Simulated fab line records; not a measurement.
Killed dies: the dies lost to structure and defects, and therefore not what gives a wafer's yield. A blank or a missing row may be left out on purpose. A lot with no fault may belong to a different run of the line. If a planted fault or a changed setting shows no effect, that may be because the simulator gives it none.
2 desks looking at one fault / flow gf180mcu / every desk sees just its own numbers, and what lay behind them comes last

== TOOL OWNER'S DESK, implanter-01 ==
For each lot that ran on this tool, the mean over its sampled wafers that have a number, from the tool's own readings at GF_NSD_IMPLANT_09. If a lot's mean is further than 4 standard deviations from the usual mean, the lot is out of limits and carries the mark OUT (the distance appears in the brackets).
Columns: A = beam_on_s at GF_NSD_IMPLANT_09, usual 17.3 s; B = dose_ions_cm2 at GF_NSD_IMPLANT_09, usual 4.001e+15
lot=L364; first seen here=day 14 02:03; A=17.9; B=4.002e+15
lot=L369; first seen here=day 16 01:21; A=12.9; B=2.862e+15 (-99 or more) OUT
lot=L372; first seen here=day 17 10:12; A=12.7; B=2.864e+15 (-99 or more) OUT
lot=L380; first seen here=day 19 21:29; A=17.8; B=4.002e+15
lot=L383; first seen here=day 21 03:54; A=18.0; B=4.000e+15
This desk finds L369, L372 out of limits, L369 being first, at day 16 01:21 (dose_ions_cm2 at GF_NSD_IMPLANT_09). L364, L380, L383 stayed within limits.

== FROM THE METROLOGY DESK ==
What the gauges read for every lot (on any tool): the sampled wafers with a number, averaged. If a lot's mean is further than 4 standard deviations from the usual mean, the lot is out of limits and carries the mark OUT (the distance appears in the brackets).
Columns: A = NSD_RS at GF_PSD_RS_MEAS_14, usual 46.20 ohm/sq; B = cd_nm at GF_CONTACT_CD_MEAS_14, usual 219.5 nm; C = CONTACT_OVL at GF_CONTACT_OVL_MEAS_15, usual 1 nm
lot=L361; first seen here=day 14 06:29; A=46.23; B=220.1; C=-1
lot=L364; first seen here=day 15 00:10; A=46.14; B=215.9; C=1
lot=L367; first seen here=day 16 09:20; A=46.25; B=219.7; C=2
lot=L369; first seen here=day 17 00:15; A=48.54 (+21) OUT; B=218.1; C=5
lot=L372; first seen here=day 18 10:49; A=48.60 (+22) OUT; B=220.2; C=4
lot=L374; first seen here=day 18 20:43; A=46.27; B=220.7; C=-4
lot=L378; first seen here=day 20 19:30; A=46.06; B=220.8; C=0
lot=L379; first seen here=day 20 19:48; A=46.16; B=219.9; C=5
lot=L380; first seen here=day 20 22:41; A=46.23; B=219.4; C=-5
lot=L382; first seen here=day 21 17:09; A=46.34; B=218.2; C=2
lot=L383; first seen here=day 22 05:04; A=46.03; B=219.2; C=3
lot=L384; first seen here=day 22 07:49; A=46.10; B=220.8; C=8
Finding of this desk: L369, L372 out of limits, first seen on L369 at day 17 00:15 (NSD_RS at GF_PSD_RS_MEAS_14). L361, L364, L367, L374, L378, L379, L380, L382, L383, L384 stayed within limits.

== PUT TOGETHER ==
The tool owner's desk could have raised an alarm at day 16 01:21, on L369, L372.
At day 17 00:15 the metrology desk could have sounded an alarm, on L369, L372.
The lots listed all ran GF_NSD_IMPLANT_09 on implanter-01.

== WHAT THE SIMULATOR PUT IN ==
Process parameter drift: implanter-01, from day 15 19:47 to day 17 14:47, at GF_NSD_IMPLANT_09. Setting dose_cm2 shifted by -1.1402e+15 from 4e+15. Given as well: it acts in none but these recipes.
Shown lots that were struck: L369, L372.
Fault start to first reading out of limits, in hours, per desk: tool owner, 6; metrology, 28.
